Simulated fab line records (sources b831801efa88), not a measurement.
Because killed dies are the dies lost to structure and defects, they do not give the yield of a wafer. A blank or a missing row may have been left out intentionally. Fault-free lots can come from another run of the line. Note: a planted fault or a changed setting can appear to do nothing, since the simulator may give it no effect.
A single fault, viewed from 2 desks -- flow sfq_line -- each desk has only its own numbers; what lay behind them comes last

== DESK OF THE TOOL OWNER: pvd_sputter-06 ==
The tool's own readings at SFQ_TRILAYER_JJ_TRILAYER_DEP_SPUTTER_112 (material Nb, target thk 170 nm, time 113.3 s): means of the sampled wafers that have a number, for each lot that ran on this tool. The brackets show how far a lot's mean lies from the usual mean; more than 4 standard deviations puts the lot out of limits, marked OUT.
Columns: A = cathode_dc_power_W at SFQ_TRILAYER_JJ_TRILAYER_DEP_SPUTTER_112, usual 1999.9 W; B = throttle_valve_pct at SFQ_TRILAYER_JJ_TRILAYER_DEP_SPUTTER_112, usual 30.0 %
lot,first seen here,A,B
L873,day 57 07:11,1999.8,30.8
L882,day 61 17:28,2000.0,30.5
L884,day 62 15:47,1999.8,30.9
L891,day 67 05:56,2000.0,30.4
L896,day 68 12:12,2000.0,30.6
This desk's verdict: no lot among the 5 shows anything out of limits.

== THE METROLOGY DESK ==
Means of the sampled wafers that have a number, per lot and without regard to the tool the lot ran on: this is what the gauges read. The brackets show how far a lot's mean lies from the usual mean; more than 4 standard deviations puts the lot out of limits, marked OUT.
Columns: A = M0_OVL at SFQ_M0_OVL_MEAS_906, usual -2 nm; B = JJ_NB_RS at SFQ_JJ_RS_MEAS_929, usual 1.048 ohm/sq; C = J5_OVL at SFQ_JJ_OVL_MEAS_931, usual 0 nm
lot,first seen here,A,B,C
L873,day 12 21:02,2,1.054,-2
L875,day 13 19:51,-3,1.061,-2
L877,day 14 20:36,1,1.053,3
L878,day 15 06:11,-2,1.050,-11
L880,day 16 00:33,2,1.052,2
L881,day 16 05:21,-11,1.050,1
L882,day 16 12:40,-3,1.022,10
L884,day 17 00:40,-3,1.045,-4
L885,day 17 05:27,-1,1.051,9
L886,day 17 10:15,7,1.040,-4
L889,day 18 09:10,3,1.060,2
L891,day 18 19:59,-7,0.721 (-27) OUT,-1
L892,day 19 04:31,6,1.060,-2
L896,day 20 16:03,-2,0.723 (-27) OUT,-5
Finding of this desk: L891, L896 out of limits, first seen on L891 at day 67 06:03 (JJ_NB_RS at SFQ_JJ_RS_MEAS_929). L873, L875, L877, L878, L880, L881, L882, L884, L885, L886, L889, L892 stayed within limits.

== TAKEN TOGETHER ==
Metrology desk: alarm possible at day 67 06:03 on L891, L896.
Nothing out of limits was seen by the tool owner's desk.
Tool owner's desk: L891, L896 on record, inside its limits.
The lots listed all ran SFQ_TRILAYER_JJ_TRILAYER_DEP_SPUTTER_112 on pvd_sputter-06.

== WHAT THE SIMULATOR HAD PUT IN ==
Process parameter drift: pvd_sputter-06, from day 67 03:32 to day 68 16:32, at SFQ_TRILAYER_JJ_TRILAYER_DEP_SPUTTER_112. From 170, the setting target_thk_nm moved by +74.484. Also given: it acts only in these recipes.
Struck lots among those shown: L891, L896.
Delay in hours, fault start to first out-of-limits reading, per desk: metrology desk 3.
